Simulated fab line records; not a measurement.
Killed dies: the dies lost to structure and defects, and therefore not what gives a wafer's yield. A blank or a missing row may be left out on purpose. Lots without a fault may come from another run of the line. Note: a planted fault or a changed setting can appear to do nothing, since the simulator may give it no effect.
fab line records    flow sky130    part 1 of 2: steps 1 to 23 of 34
record lots=5  wafers=15  lastDay=50
route steps=708 shown FIELD_ISO@1 NWELL@32
lots with no fault: from the same line, run without faults
startH: hours from the record's first day to the start of the lot's first wafer shown    waitH: hours elapsed since this lot's preceding step    " identical to the entry in the row above    L1.1+2: several wafers, shown together as one row    - value missing, or start not given    * or withheld: withheld    < > ~ a bound
route shown NAME@n: a module of which the file shows steps, and the number in the route of the first    usual: the fault-free wafers' mean and standard deviation    same: alike in all rows    chamber/n: place in a boat    sites: readings site by site    _std_site: their standard deviation    _edge_site: outer sites' mean less inner sites'    radiusMm: how far each site lies from the wafer's centre    mask NAME#n: copy n    behind: the last tool/chamber to shape the wafer    hold: reason for holding the lot/hours on hold/outcome of the hold    device: names the non-switching transistor (n, p or np)    end of line: the route-end tests of the same wafers    a step without rows: its recipe alone    killed: at the first sort, the dies lost to defects and structure; wafer yield is something else    map: per-die view of a wafer (x killed, . not killed, _ where there is no die)
set.NAME: the setting as run; set.NAME@STEP: as run at that earlier step    model.NAME: the simulator's own value behind a step, which no gauge read
a table for each step, a row for each wafer; lots at some steps of the route
services: when a tool's chamber went out of use (startH, in hours from the record's first day, below 0 if earlier), for how many hours, and the reason
## steps
# step SKY_FIELD_ISO_BOW_MEAS_00
# recipe mode=bow
# usual INCOMING_BOW=1/6.9
lot.wafer  tool          chamber  startH  waitH  INCOMING_BOW[um]
L079.3     filmMetro-03  -        35.04   -      14
L079.4     "             -        "       "      -4
L079.6     "             -        "       "      12
L081.3     filmMetro-02  -        45.04   -      9
L081.5     "             -        "       "      11
L081.6     "             -        "       "      18
L087.1     filmMetro-02  -        75.00   -      -1
L087.3     "             -        "       "      -7
L087.4     "             -        "       "      4
L094.1     filmMetro-01  -        110.00  -      4
L094.3     "             -        "       "      12
L094.6     "             -        "       "      3
L096.2     filmMetro-02  -        120.02  -      -10
L096.4     "             -        "       "      3
L096.6     "             -        "       "      -12
# step SKY_FIELD_ISO_OXIDATION_01
# recipe tempC=900  ambient=O2  stabiliseS=600  purgeS=300  targetThkA=120  oxTimeS=1843
# usual oxTempCMax=904.3/1.3
lot.wafer  tool        chamber  startH  waitH  oxTempCMax
L079.3     furnace-02  0        36.13   1.1    904.0
L079.4     "           0        "       "      903.7
L079.6     "           0        "       "      903.7
L081.3     furnace-01  0        45.38   0.3    904.1
L081.5     "           0        "       "      905.8
L081.6     "           0        "       "      905.4
L087.1     furnace-01  0        75.12   0.1    906.4
L087.3     "           0        "       "      904.9
L087.4     "           0        "       "      906.6
L094.1     furnace-02  0        110.12  0.1    903.9
L094.3     "           0        "       "      904.1
L094.6     "           0        "       "      904.2
L096.2     furnace-01  0        120.12  0.1    905.7
L096.4     "           0        "       "      904.6
L096.6     "           0        "       "      904.5
# step SKY_FIELD_ISO_THK_MEAS_02
# recipe reads=SiO2_of_FIELD_ISO_OXIDATION_01
# usual FIELD_ISO_OXIDATION_00_THK=11.96/0.22
lot.wafer  tool          chamber  startH  waitH  FIELD_ISO_OXIDATION_00_THK[nm]
L079.3     filmMetro-02  -        37.67   0.0    12.12
L079.4     "             -        "       "      12.08
L079.6     "             -        "       "      12.11
L081.3     filmMetro-03  -        46.91   0.0    11.89
L081.5     "             -        "       "      12.07
L081.6     "             -        "       "      11.90
L087.1     filmMetro-01  -        76.63   0.0    11.76
L087.3     "             -        "       "      11.87
L087.4     "             -        "       "      11.81
L094.1     filmMetro-02  -        111.63  0.0    12.19
L094.3     "             -        "       "      12.15
L094.6     "             -        "       "      12.05
L096.2     filmMetro-01  -        121.64  0.0    12.16
L096.4     "             -        "       "      12.17
L096.6     "             -        "       "      12.31
# step SKY_FIELD_ISO_CVD_03
# recipe material=Si3N4  precursor=DCS/NH3  targetThkNm=165  tempC=770  timeS=2742  pressureMtorr=250
lot.wafer   tool      chamber  startH  waitH
L079.3+4+6  lpcvd-02  1        37.71   0.0
L081.3+5+6  lpcvd-02  1        46.95   0.0
L087.1+3+4  lpcvd-02  1        76.69   0.1
L094.1+3+6  lpcvd-02  1        112.60  1.0
L096.2+4+6  lpcvd-02  0        121.69  0.0
# step SKY_FIELD_ISO_THK_MEAS_04
# recipe reads=Si3N4_of_FIELD_ISO_CVD_03
# usual FIELD_ISO_CVD_03_THK=159.0/1.6
lot.wafer  tool          chamber  startH  waitH  FIELD_ISO_CVD_03_THK[nm]
L079.3     filmMetro-03  -        39.51   0.0    157.8
L079.4     "             -        "       "      157.4
L079.6     "             -        "       "      157.2
L081.3     filmMetro-02  -        48.76   0.0    161.1
L081.5     "             -        "       "      158.6
L081.6     "             -        "       "      161.0
L087.1     filmMetro-01  -        78.48   0.0    159.9
L087.3     "             -        "       "      162.2
L087.4     "             -        "       "      160.7
L094.1     filmMetro-02  -        114.39  0.0    159.0
L094.3     "             -        "       "      158.5
L094.6     "             -        "       "      158.4
L096.2     filmMetro-02  -        123.49  0.0    156.9
L096.4     "             -        "       "      156.4
L096.6     "             -        "       "      154.4
# step SKY_FIELD_ISO_DEHYDRATE_05
# recipe tempC=200  timeS=60
# usual exhaustPa=44.9/0.89
lot.wafer  tool           chamber  startH  waitH  exhaustPa
L079.3     lithoTrack-02  0        46.34   6.8    46.1
L079.4     "              0        "       "      45.0
L079.6     "              0        "       "      46.6
L081.3     lithoTrack-01  0        56.46   7.7    45.1
L081.5     "              0        "       "      46.0
L081.6     "              0        "       "      45.3
L087.1     lithoTrack-04  0        86.66   8.2    44.0
L087.3     "              0        "       "      44.1
L087.4     "              0        "       "      43.3
L094.1     lithoTrack-04  0        122.91  8.5    45.3
L094.3     "              0        "       "      46.1
L094.6     "              0        "       "      45.5
L096.2     lithoTrack-01  0        131.88  8.4    45.1
L096.4     "              0        "       "      46.8
L096.6     "              0        "       "      44.5
# step SKY_FIELD_ISO_HMDS_06
# recipe primeTimeS=60  primeTempC=120
# usual exhaustPa=45.1/0.89
lot.wafer  tool           chamber  startH  waitH  exhaustPa
L079.3     lithoTrack-02  0        46.49   0.1    44.4
L079.4     "              0        "       "      44.4
L079.6     "              0        "       "      45.4
L081.3     lithoTrack-01  0        56.61   0.1    45.8
L081.5     "              0        "       "      44.6
L081.6     "              0        "       "      45.2
L087.1     lithoTrack-04  0        86.81   0.1    45.8
L087.3     "              0        "       "      44.7
L087.4     "              0        "       "      46.4
L094.1     lithoTrack-04  0        123.06  0.1    45.9
L094.3     "              0        "       "      45.4
L094.6     "              0        "       "      44.8
L096.2     lithoTrack-01  0        132.03  0.1    44.8
L096.4     "              0        "       "      46.6
L096.6     "              0        "       "      45.7
# step SKY_FIELD_ISO_COAT_07
# recipe resist=BARC  tempC=withheld  timeS=withheld  spinRpm=3000  resistThkNm=60
# usual dispensePressureKPa=50.2/0.96  exhaustPa=44.8/0.74
lot.wafer  tool           chamber  startH  waitH  dispensePressureKPa  exhaustPa
L079.3     lithoTrack-02  0        46.64   0.1    48.8                 44.1
L079.4     "              0        "       "      48.8                 44.5
L079.6     "              0        "       "      48.8                 45.1
L081.3     lithoTrack-01  0        56.76   0.1    50.5                 44.7
L081.5     "              0        "       "      50.5                 44.7
L081.6     "              0        "       "      50.5                 44.8
L087.1     lithoTrack-04  0        86.96   0.1    51.1                 44.3
L087.3     "              0        "       "      51.1                 44.7
L087.4     "              0        "       "      51.2                 45.1
L094.1     lithoTrack-04  0        123.21  0.1    51.0                 45.1
L094.3     "              0        "       "      51.1                 44.4
L094.6     "              0        "       "      51.0                 44.6
L096.2     lithoTrack-01  0        132.18  0.1    50.5                 44.9
L096.4     "              0        "       "      50.5                 44.1
L096.6     "              0        "       "      50.5                 44.1
# step SKY_FIELD_ISO_COAT_08
# recipe resist=KrF-thick  spinRpm=3000  resistThkNm=450
# usual dispensePressureKPa=50.2/0.96  exhaustPa=45.1/0.9
lot.wafer  tool           chamber  startH  waitH  dispensePressureKPa  exhaustPa
L079.3     lithoTrack-02  0        -       -      48.9                 45.4
L079.4     "              0        "       "      48.9                 45.8
L079.6     "              0        "       "      48.9                 46.3
L081.3     lithoTrack-01  0        -       -      50.5                 45.4
L081.5     "              0        "       "      50.5                 46.7
L081.6     "              0        "       "      50.5                 45.1
L087.1     lithoTrack-04  0        -       -      51.1                 44.9
L087.3     "              0        "       "      51.1                 45.2
L087.4     "              0        "       "      51.1                 46.2
L094.1     lithoTrack-04  0        -       -      51.1                 44.7
L094.3     "              0        "       "      51.1                 44.9
L094.6     "              0        "       "      51.2                 43.1
L096.2     lithoTrack-01  0        -       -      50.5                 45.2
L096.4     "              0        "       "      50.5                 44.9
L096.6     "              0        "       "      50.6                 45.8
# step SKY_FIELD_ISO_SOFTBAKE_09
# recipe tempC=100  timeS=90  resist=KrF-thick
# usual exhaustPa=44.9/0.91
lot.wafer  tool           chamber  startH  waitH  exhaustPa
L079.3     lithoTrack-02  0        -       -      45.2
L079.4     "              0        "       "      45.3
L079.6     "              0        "       "      44.5
L081.3     lithoTrack-01  0        -       -      46.5
L081.5     "              0        "       "      46.1
L081.6     "              0        "       "      45.9
L087.1     lithoTrack-04  0        -       -      44.0
L087.3     "              0        "       "      44.0
L087.4     "              0        "       "      44.6
L094.1     lithoTrack-04  0        -       -      43.3
L094.3     "              0        "       "      44.2
L094.6     "              0        "       "      45.7
L096.2     lithoTrack-01  0        -       -      44.4
L096.4     "              0        "       "      45.5
L096.6     "              0        "       "      43.8
# step SKY_FIELD_ISO_EXPOSE_10
# recipe maskId=FOM  na=0.68  sourceShape=annular  sigmaInner=0.4  sigmaOuter=0.8  targetCdNm=150  doseMj=28
# usual focusOffsetNm=0.0/0.49
lot.wafer  tool           chamber  startH  waitH  mask   focusOffsetNm
L079.3     krfScanner-01  0        -       -      FOM#0  -0.2
L079.4     "              0        "       "      FOM#0  0.0
L079.6     "              0        "       "      FOM#0  0.3
L081.3     krfScanner-01  0        -       -      FOM#0  -0.5
L081.5     "              0        "       "      FOM#0  0.4
L081.6     "              0        "       "      FOM#0  0.1
L087.1     krfScanner-01  0        -       -      FOM#0  0.8
L087.3     "              0        "       "      FOM#0  -0.3
L087.4     "              0        "       "      FOM#0  0.0
L094.1     krfScanner-02  0        -       -      FOM#0  0.6
L094.3     "              0        "       "      FOM#0  0.3
L094.6     "              0        "       "      FOM#0  0.3
L096.2     krfScanner-01  0        -       -      FOM#0  0.4
L096.4     "              0        "       "      FOM#0  -0.1
L096.6     "              0        "       "      FOM#0  -0.4
# step SKY_FIELD_ISO_PEB_11
# recipe pebTempC=withheld  pebTimeS=withheld  resist=KrF-thick
# usual exhaustPa=45.2/0.91
lot.wafer  tool           chamber  startH  waitH  exhaustPa
L079.3     lithoTrack-02  0        -       -      45.9
L079.4     "              0        "       "      44.2
L079.6     "              0        "       "      44.7
L081.3     lithoTrack-02  0        -       -      46.4
L081.5     "              0        "       "      45.0
L081.6     "              0        "       "      45.2
L087.1     lithoTrack-01  0        -       -      46.2
L087.3     "              0        "       "      45.8
L087.4     "              0        "       "      46.0
L094.1     lithoTrack-04  0        -       -      43.6
L094.3     "              0        "       "      45.0
L094.6     "              0        "       "      45.3
L096.2     lithoTrack-02  0        -       -      47.1
L096.4     "              0        "       "      44.6
L096.6     "              0        "       "      45.7
# step SKY_FIELD_ISO_DEVELOP_12
# recipe developTimeS=57.78  resist=KrF-thick  devTempC=21
# usual exhaustPa=45.2/0.96
lot.wafer  tool           chamber  startH  waitH  exhaustPa
L079.3     lithoTrack-02  0        -       -      42.9
L079.4     "              0        "       "      45.0
L079.6     "              0        "       "      45.7
L081.3     lithoTrack-02  0        -       -      44.7
L081.5     "              0        "       "      48.1
L081.6     "              0        "       "      45.6
L087.1     lithoTrack-01  0        -       -      46.7
L087.3     "              0        "       "      45.3
L087.4     "              0        "       "      46.8
L094.1     lithoTrack-04  0        -       -      45.3
L094.3     "              0        "       "      44.9
L094.6     "              0        "       "      45.7
L096.2     lithoTrack-02  0        -       -      47.2
L096.4     "              0        "       "      44.9
L096.6     "              0        "       "      46.1
# step SKY_FIELD_ISO_CD_MEAS_13
# recipe targetCdNm=150
# usual cdNm=150.0/1.4
lot.wafer  tool      chamber  startH  waitH  cdNm
L079.3     cdSem-01  -        55.20   -      151.7
L079.4     "         -        "       "      150.9
L079.6     "         -        "       "      151.2
L081.3     cdSem-02  -        64.68   -      149.8
L081.5     "         -        "       "      148.3
L081.6     "         -        "       "      149.2
L087.1     cdSem-01  -        95.56   -      149.1
L087.3     "         -        "       "      150.0
L087.4     "         -        "       "      150.9
L094.1     cdSem-01  -        133.26  -      147.0
L094.3     "         -        "       "      147.2
L094.6     "         -        "       "      148.3
L096.2     cdSem-02  -        141.96  -      150.5
L096.4     "         -        "       "      150.7
L096.6     "         -        "       "      150.5
# step SKY_FIELD_ISO_ETCH_14
# recipe chemistry=N2/H2  target=BARC  ionEnergyEv=200  sourceW=500  biasW=100  pressureMtorr=30  n2FlowSccm=100  h2FlowSccm=200  stopOn=SiO2  timeS=45.9  targetDepthA=600
# usual biasW=100.0/0.31  drypumpMotorCurrentA=5.6/0.39  oesProductAu=0.854/0.0046  throttleValvePct=13.225/0.0088
lot.wafer  tool        chamber  startH  waitH  biasW  drypumpMotorCurrentA  oesProductAu  rfHoursCounterH  throttleValvePct
L079.3     rieDiel-01  1        55.28   0.1    99.8   5.7                   0.850         3                13.240
L079.4     "           2        "       "      99.8   5.8                   0.851         122              13.223
L079.6     "           0        "       "      100.4  5.5                   0.858         -                13.228
L081.3     rieDiel-03  0        64.76   0.1    100.0  5.6                   0.856         22               13.223
L081.5     "           0        "       "      99.5   5.6                   0.855         -                13.245
L081.6     "           3        "       "      100.2  6.2                   0.847         -                13.227
L087.1     rieDiel-03  3        95.68   0.1    99.7   6.2                   0.849         20               13.223
L087.3     "           0        "       "      99.5   5.6                   0.856         22               13.244
L087.4     "           1        "       "      99.7   5.2                   0.847         127              13.229
L094.1     rieDiel-04  0        133.38  0.1    99.9   4.9                   0.853         2                13.232
L094.3     "           2        "       "      99.7   6.4                   0.860         1                13.215
L094.6     "           2        "       "      99.7   6.4                   0.851         -                13.207
L096.2     rieDiel-01  1        142.06  0.1    100.0  5.7                   0.863         5                13.228
L096.4     "           0        "       "      100.0  5.5                   0.853         98               13.212
L096.6     "           2        "       "      100.5  5.8                   0.857         -                13.208
# step SKY_FIELD_ISO_ETCH_15
# recipe chemistry=CHF3/O2  targetDepthNm=180  stopOn=Si  sourceW=600  biasW=200  pressureMtorr=40  chf3FlowSccm=50  O2_flow_sccm=5  timeS=72
# usual O2_flow_sccm=5.000/0.017  biasW=200.0/0.61  drypumpMotorCurrentA=5.6/0.39  oesProductAu=0.925/0.0071  throttleValvePct=8.837/0.0087
lot.wafer  tool        chamber  startH  waitH  O2_flow_sccm  biasW  drypumpMotorCurrentA  oesProductAu  rfHoursCounterH  throttleValvePct
L079.3     rieDiel-01  1        55.32   0.0    4.999         199.4  5.7                   0.913         3                8.839
L079.4     "           2        "       "      5.017         200.2  5.8                   0.928         122              8.834
L079.6     "           0        "       "      4.999         200.3  5.5                   0.923         -                8.840
L081.3     rieDiel-03  0        64.80   0.0    5.005         199.4  5.6                   0.935         22               8.832
L081.5     "           0        "       "      5.013         198.8  5.6                   0.928         -                8.823
L081.6     "           3        "       "      5.021         201.1  6.1                   0.935         -                8.830
L087.1     rieDiel-03  3        95.72   0.0    4.992         199.5  6.2                   0.932         20               8.825
L087.3     "           0        "       "      5.032         199.4  5.6                   0.941         22               8.846
L087.4     "           1        "       "      5.012         201.6  5.2                   0.934         127              8.841
L094.1     rieDiel-04  0        133.43  0.0    5.003         199.4  4.9                   0.931         2                8.837
L094.3     "           2        "       "      4.993         200.8  6.4                   0.919         1                8.840
L094.6     "           2        "       "      5.006         200.1  6.4                   0.921         -                8.837
L096.2     rieDiel-01  1        142.10  0.0    4.990         201.2  5.7                   0.920         5                8.830
L096.4     "           0        "       "      5.004         200.8  5.5                   0.915         98               8.823
L096.6     "           2        "       "      5.005         199.5  5.9                   0.913         -                8.837
# step SKY_FIELD_ISO_STRIP_16
# recipe chemistry=O2/N2  powerW=1400  pressureMtorr=1500  platenTempC=withheld  o2FlowSccm=3000  n2FlowSccm=300  overashFraction=0.5
# usual drypumpMotorCurrentA=5.7/0.43  oesProductAu=0.378/0.0047  stripTimeToEndpointS=3.56/0.045
lot.wafer  tool            chamber  startH  waitH  drypumpMotorCurrentA  oesProductAu  rfHoursCounterH  stripTimeToEndpointS
L079.3     plasmaAsher-04  0        55.41   0.1    5.9                   0.372         -                3.53
L079.4     "               1        "       "      6.2                   0.378         -                3.51
L079.6     "               1        "       "      6.2                   0.366         -                3.54
L081.3     plasmaAsher-04  0        64.89   0.1    5.8                   0.387         -                3.55
L081.5     "               0        "       "      5.8                   0.384         -                3.53
L081.6     "               1        "       "      6.2                   0.372         -                3.50
L087.1     plasmaAsher-02  1        95.77   0.0    4.9                   0.384         41               3.53
L087.3     "               1        "       "      4.9                   0.382         -                3.52
L087.4     "               0        "       "      5.5                   0.376         -                3.58
L094.1     plasmaAsher-03  0        133.48  0.0    5.5                   0.378         45               3.52
L094.3     "               0        "       "      5.6                   0.383         -                3.61
L094.6     "               0        "       "      5.5                   0.377         -                3.62
L096.2     plasmaAsher-02  0        142.16  0.0    5.5                   0.378         46               3.61
L096.4     "               0        "       "      5.5                   0.376         -                3.59
L096.6     "               1        "       "      4.9                   0.378         -                3.58
# step SKY_FIELD_ISO_ETCH_17
# recipe targetDepthA=3420  maskMaterial=Si3N4  chemistry=HBr/Cl2/O2  target=Si  taperDeg=5  icpW=600  biasW=150  pressureMtorr=15  HBr_flow_sccm=150  Cl2_flow_sccm=40  O2_flow_sccm=6  timeS=97.7
# usual O2_flow_sccm=6.001/0.018  biasW=150.0/0.41  drypumpMotorCurrentA=5.6/0.38  oesProductAu=0.999/0.015  throttleValvePct=25.657/0.013
lot.wafer  tool      chamber  startH  waitH  O2_flow_sccm  biasW  drypumpMotorCurrentA  oesProductAu  rfHoursCounterH  throttleValvePct
L079.3     rieSi-01  3        55.48   0.0    5.991         150.0  5.9                   1.020         2                25.626
L079.4     "         0        "       "      5.956         149.9  5.4                   0.998         116              25.660
L079.6     "         1        "       "      6.037         150.1  5.6                   0.995         -                25.666
L081.3     rieSi-01  3        64.96   0.0    6.012         150.2  6.0                   1.018         2                25.638
L081.5     "         3        "       "      6.010         149.2  6.0                   1.011         -                25.635
L081.6     "         0        "       "      6.031         149.6  5.4                   0.995         -                25.651
L087.1     rieSi-02  2        95.87   0.1    5.969         149.5  6.1                   0.985         87               25.654
L087.3     "         3        "       "      5.993         150.3  5.1                   0.981         3                25.666
L087.4     "         2        "       "      6.010         149.8  6.1                   1.003         -                25.651
L094.1     rieSi-01  2        133.58  0.1    6.020         150.5  5.2                   1.007         102              25.644
L094.3     "         3        "       "      6.014         150.0  6.0                   1.022         2                25.641
L094.6     "         0        "       "      5.982         149.6  5.4                   0.988         -                25.654
L096.2     rieSi-01  2        142.26  0.1    5.991         150.1  5.1                   1.020         102              25.632
L096.4     "         0        "       "      6.002         149.6  5.4                   0.989         117              25.662
L096.6     "         2        "       "      5.994         150.3  5.2                   1.006         -                25.637
# step SKY_FIELD_ISO_WET_ETCH_18
# recipe chemistry=H3PO4  targetDepthNm=25  tempC=160  target=Si3N4  timeS=286
# usual tempC=160.01/0.18
lot.wafer  tool         chamber  startH  waitH  tempC
L079.3     wetBench-03  2        55.55   0.0    160.16
L079.4     "            2        "       "      160.15
L079.6     "            2        "       "      159.98
L081.3     wetBench-04  0        65.03   0.0    159.80
L081.5     "            0        "       "      159.64
L081.6     "            0        "       "      159.69
L087.1     wetBench-01  3        95.94   0.0    159.98
L087.3     "            3        "       "      160.03
L087.4     "            3        "       "      160.09
L094.1     wetBench-04  1        133.65  0.0    159.74
L094.3     "            1        "       "      159.87
L094.6     "            1        "       "      160.08
L096.2     wetBench-01  3        142.33  0.0    160.07
L096.4     "            3        "       "      160.28
L096.6     "            3        "       "      159.98
# step SKY_FIELD_ISO_CLEAN_19
# recipe chemistry=SC1/SC2  mix=1:4:20  tempC=70  timeS=150
# usual tempC=70.01/0.11
lot.wafer  tool         chamber  startH  waitH  tempC
L079.3     wetBench-01  1        55.64   0.0    70.06
L079.4     "            1        "       "      69.95
L079.6     "            1        "       "      70.07
L081.3     wetBench-04  0        65.11   0.0    70.03
L081.5     "            0        "       "      70.12
L081.6     "            0        "       "      70.15
L087.1     wetBench-03  0        96.03   0.0    70.22
L087.3     "            0        "       "      70.21
L087.4     "            0        "       "      70.09
L094.1     wetBench-01  3        133.74  0.0    69.97
L094.3     "            3        "       "      69.99
L094.6     "            3        "       "      69.94
L096.2     wetBench-03  3        142.41  0.0    69.98
L096.4     "            3        "       "      69.88
L096.6     "            3        "       "      69.83
# step SKY_FIELD_ISO_CLEAN_20
# recipe chemistry=dHF  timeS=20  dilution=100:1
lot.wafer   tool         chamber  startH  waitH
L079.3+4+6  wetBench-04  0        55.69   0.0
L081.3+5+6  wetBench-04  3        65.16   0.0
L087.1+3+4  wetBench-04  2        96.08   0.0
L094.1+3+6  wetBench-03  1        133.79  0.0
L096.2+4+6  wetBench-01  2        142.49  0.0
# step SKY_FIELD_ISO_WET_ETCH_21
# recipe chemistry=dHF  dilution=100:1  targetDepthNm=20  dry=ipaMarangoni  target=SiO2  tempC=25  timeS=400
# usual tempC=25.02/0.11
lot.wafer  tool         chamber  startH  waitH  tempC
L079.3     wetBench-03  0        55.71   0.0    25.04
L079.4     "            0        "       "      25.02
L079.6     "            0        "       "      25.07
L081.3     wetBench-04  1        65.18   0.0    25.15
L081.5     "            1        "       "      25.18
L081.6     "            1        "       "      25.15
L087.1     wetBench-01  1        96.10   0.0    24.95
L087.3     "            1        "       "      25.07
L087.4     "            1        "       "      25.10
L094.1     wetBench-04  0        133.81  0.0    25.07
L094.3     "            0        "       "      25.00
L094.6     "            0        "       "      24.99
L096.2     wetBench-01  2        142.50  0.0    25.17
L096.4     "            2        "       "      25.04
L096.6     "            2        "       "      25.33
# step SKY_FIELD_ISO_OXIDATION_22
# recipe tempC=950  ambient=O2  stabiliseS=600  purgeS=300  targetThkA=100  oxTimeS=623
# usual oxTempCMax=954.3/1.2
lot.wafer  tool        chamber  startH  waitH  oxTempCMax
L079.3     furnace-02  0        56.44   0.6    953.3
L079.4     "           0        "       "      953.9
L079.6     "           0        "       "      954.0
L081.3     furnace-02  0        66.22   0.9    953.4
L081.5     "           0        "       "      952.5
L081.6     "           0        "       "      953.4
L087.1     furnace-02  0        96.50   0.3    954.0
L087.3     "           0        "       "      954.4
L087.4     "           0        "       "      954.4
L094.1     furnace-02  0        134.02  0.1    952.8
L094.3     "           0        "       "      953.5
L094.6     "           0        "       "      954.4
L096.2     furnace-02  0        142.98  0.4    953.8
L096.4     "           0        "       "      952.9
L096.6     "           0        "       "      954.0
